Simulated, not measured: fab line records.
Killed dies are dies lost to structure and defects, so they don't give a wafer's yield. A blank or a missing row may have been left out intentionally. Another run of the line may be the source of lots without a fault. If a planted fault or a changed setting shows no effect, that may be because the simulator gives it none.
Which tool was responsible? | flow sfqLine | 14 lots with 40 wafers sampled at 4 steps, on a route of 325 steps

WHAT THE GAUGES READ, wafer by wafer
SFQ_I4_OVL_MEAS_928. Usual: I4_OVL gives -2 nm (standard deviation 5.4).
lot  | measured     | on         | I4_OVL (nm) | flag
L743 | day 46 14:05 | overlay-01 | -8 -8 -7    | 
L744 | day 47 03:17 | overlay-02 | 7 4 10      | 
L746 | day 47 10:29 | overlay-02 | -1 5 4      | 
L747 | day 47 12:53 | overlay-02 | -1 3 -1     | 
L748 | day 49 10:26 | overlay-01 | -3 6 5      | 
L749 | day 51 14:17 | overlay-01 | -9 -5 -8    | 
L755 | day 53 12:18 | overlay-01 | -1 -8       | 
L758 | day 54 02:42 | overlay-01 | -2 4        | 
L760 | day 55 00:17 | overlay-01 | -9 -9 -4    | 
L761 | day 55 03:54 | overlay-01 | -3 -6 2     | 
L762 | day 55 11:05 | overlay-01 | -6 -7 -13   | 
L764 | day 56 03:40 | overlay-01 | 1 -1 5      | 
L765 | day 56 04:51 | overlay-02 | -8 -6 -9    | 
L766 | day 56 08:28 | overlay-01 | -4 0 0      | 

SFQ_R5_THK_MEAS_934: measures by xrf. Usual: R5_MONX_THK gives 39.4 nm (standard deviation 0.42).
lot  | measured     | on           | R5_MONX_THK (nm) | flag
L743 | day 57 20:54 | filmMetro-03 | 39.1 39.6 39.7   | 
L744 | day 58 09:26 | filmMetro-01 | 39.7 39.5 39.8   | 
L746 | day 58 15:04 | filmMetro-02 | 39.0 38.9 38.8   | 
L747 | day 58 18:04 | filmMetro-02 | 39.1 39.0 39.2   | 
L748 | day 59 17:17 | filmMetro-01 | 40.3 40.5 40.1   | 
L749 | day 62 01:37 | filmMetro-02 | 39.2 39.4 39.9   | 
L755 | day 63 10:22 | filmMetro-01 | 40.1 40.1        | 
L758 | day 64 02:58 | filmMetro-02 | 39.5 39.4        | 
L760 | day 64 23:52 | filmMetro-02 | 39.7 39.6 39.7   | 
L761 | day 65 06:08 | filmMetro-02 | 39.9 39.7 39.5   | 
L762 | day 65 16:24 | filmMetro-03 | 39.4 39.7 39.6   | 
L764 | day 66 03:22 | filmMetro-03 | 39.4 39.5 39.4   | 
L765 | day 66 04:24 | filmMetro-03 | 39.0 39.2 39.2   | 
L766 | day 66 07:26 | filmMetro-01 | 39.9 39.9 39.7   | 

WHICH TOOL RAN EACH LOT (tool, then ch and the chambers of the sampled wafers, then the start)
lot  | SFQ_TRILAYER_JJ_CE_STRIP_STRIP_120 | SFQ_TRILAYER_M5_BARC_OPEN_METAL_ETCH_161
L743 | rieMetal-02 ch 0,1, day 52 15:13   | rieMetal-04 ch 0,1, day 57 15:22
L744 | rieMetal-03 ch 0,1, day 53 03:25   | rieMetal-02 ch 0,1, day 58 03:22
L746 | rieMetal-02 ch 0,1, day 53 10:37   | rieMetal-02 ch 0,1, day 58 09:22
L747 | rieMetal-03 ch 0, day 53 13:01     | rieMetal-01 ch 0,1, day 58 11:46
L748 | rieMetal-01 ch 0, day 55 01:04     | rieMetal-04 ch 0, day 59 11:46
L749 | rieMetal-03 ch 0,1, day 56 16:23   | rieMetal-02 ch 0,1, day 61 18:58
L755 | rieMetal-02 ch 1, day 58 15:30     | rieMetal-01 ch 0,1, day 63 04:50
L758 | rieMetal-02 ch 1, day 59 02:15     | rieMetal-01 ch 0,1, day 63 20:14
L760 | rieMetal-02 ch 0,1, day 59 14:52   | rieMetal-04 ch 0,1, day 64 11:56
L761 | rieMetal-02 ch 0,1, day 59 19:10   | rieMetal-02 ch 0, day 64 13:11
L762 | rieMetal-03 ch 1, day 60 04:04     | rieMetal-02 ch 0, day 64 19:08
L764 | rieMetal-02 ch 0,1, day 61 07:52   | rieMetal-04 ch 1, day 65 17:58
L765 | rieMetal-03 ch 0,1, day 61 10:04   | rieMetal-04 ch 0,1, day 65 22:44
L766 | rieMetal-02 ch 0,1, day 61 12:40   | rieMetal-02 ch 0,1, day 65 23:57
- SFQ_TRILAYER_JJ_CE_STRIP_STRIP_120: strips in O2.
- SFQ_TRILAYER_M5_BARC_OPEN_METAL_ETCH_161: etches BARC in O2, target depth 125 nm, time 41.7 s.

WHAT THE TOOLS THEMSELVES READ (means of the sampled wafers that have a number; where no wafer has one, the mark that the record gives instead)
SFQ_TRILAYER_JJ_CE_STRIP_STRIP_120. Usual: drypumpMotorCurrentA 5.9 A, standard deviation 0.49; oesProductAu 0.993 a.u., standard deviation 0.007.
lot  | tool        | drypumpMotorCurrentA (A) | oesProductAu (a.u.) | flag
L743 | rieMetal-02 | 6.1                      | 0.990               | 
L744 | rieMetal-03 | 5.7                      | 0.994               | 
L746 | rieMetal-02 | 6.4                      | 0.994               | 
L747 | rieMetal-03 | 6.0                      | 1.000               | 
L748 | rieMetal-01 | 5.3                      | 0.993               | 
L749 | rieMetal-03 | 5.3                      | 0.994               | 
L755 | rieMetal-02 | 5.9                      | 0.988               | 
L758 | rieMetal-02 | 5.9                      | 0.986               | 
L760 | rieMetal-02 | 6.4                      | 0.987               | 
L761 | rieMetal-02 | 6.1                      | 0.992               | 
L762 | rieMetal-03 | 5.0                      | 0.994               | 
L764 | rieMetal-02 | 6.1                      | 0.990               | 
L765 | rieMetal-03 | 5.3                      | 1.003               | 
L766 | rieMetal-02 | 6.4                      | 0.993               | 

SFQ_TRILAYER_M5_BARC_OPEN_METAL_ETCH_161. Usual: drypumpMotorCurrentA 5.9 A, standard deviation 0.5; oesProductAu 0.685 a.u., standard deviation 0.0048; runLengthS 69.7 s, standard deviation 0.6.
lot  | tool        | drypumpMotorCurrentA (A) | oesProductAu (a.u.) | runLengthS (s) | flag
L743 | rieMetal-04 | 5.6                      | 0.683               | 69.1           | 
L744 | rieMetal-02 | 6.1                      | 0.683               | 70.0           | 
L746 | rieMetal-02 | 6.4                      | 0.688               | 70.4           | 
L747 | rieMetal-01 | 5.6                      | 0.682               | 69.8           | 
L748 | rieMetal-04 | 6.2                      | 0.682               | 69.2           | 
L749 | rieMetal-02 | 6.4                      | 0.684               | 70.5           | 
L755 | rieMetal-01 | 5.5                      | 0.649               | 75.8           | OFF
L758 | rieMetal-01 | 5.4                      | 0.649               | 75.7           | OFF
L760 | rieMetal-04 | 5.9                      | 0.686               | 69.2           | 
L761 | rieMetal-02 | 6.6                      | 0.687               | 70.7           | 
L762 | rieMetal-02 | 6.6                      | 0.687               | 70.7           | 
L764 | rieMetal-04 | 5.3                      | 0.682               | 69.2           | 
L765 | rieMetal-04 | 5.6                      | 0.685               | 69.2           | 
L766 | rieMetal-02 | 6.4                      | 0.688               | 70.5           | 

THE ANSWER, worked out from the rows above alone
Rule: a lot counts as off when the mean over its wafers that have a number is more than 3 standard deviations away from the usual mean. A lot without any number at a reading at which 4 lots or more have one is off too. Any other lot the step has rows for is counted as sound. The gauges are gone through in route order, then the tools' own readings, and for those a lot's mean is taken as printed above. At the first step where some lot is off, the reading lying furthest off is the one used; lots without a number count as furthest.
Off at SFQ_TRILAYER_M5_BARC_OPEN_METAL_ETCH_161 (runLengthS): L755, L758.
A tool fits if, at that step or a process step before it, it ran every lot that is off, and no sound lot after the first of them. One fits: rieMetal-01 at SFQ_TRILAYER_M5_BARC_OPEN_METAL_ETCH_161. Its last sound lot is L747 (day 58 11:46), its first lot that is off L755 (day 63 04:50): a fault that began between those two fits.
The tool's own readings at SFQ_TRILAYER_M5_BARC_OPEN_METAL_ETCH_161 bear it out: on the lots that are off they differ by more than 5 times the standard deviation of the sound lots' means. oesProductAu reads 0.649 a.u. there against 0.685 a.u. on the sound lots; runLengthS reads 75.8 s there against 69.9 s on the sound lots.

WHAT THE SIMULATOR HAD INSERTED
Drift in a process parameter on rieMetal-01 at SFQ_TRILAYER_M5_BARC_OPEN_METAL_ETCH_161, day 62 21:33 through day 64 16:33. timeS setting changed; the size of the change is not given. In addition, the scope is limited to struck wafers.
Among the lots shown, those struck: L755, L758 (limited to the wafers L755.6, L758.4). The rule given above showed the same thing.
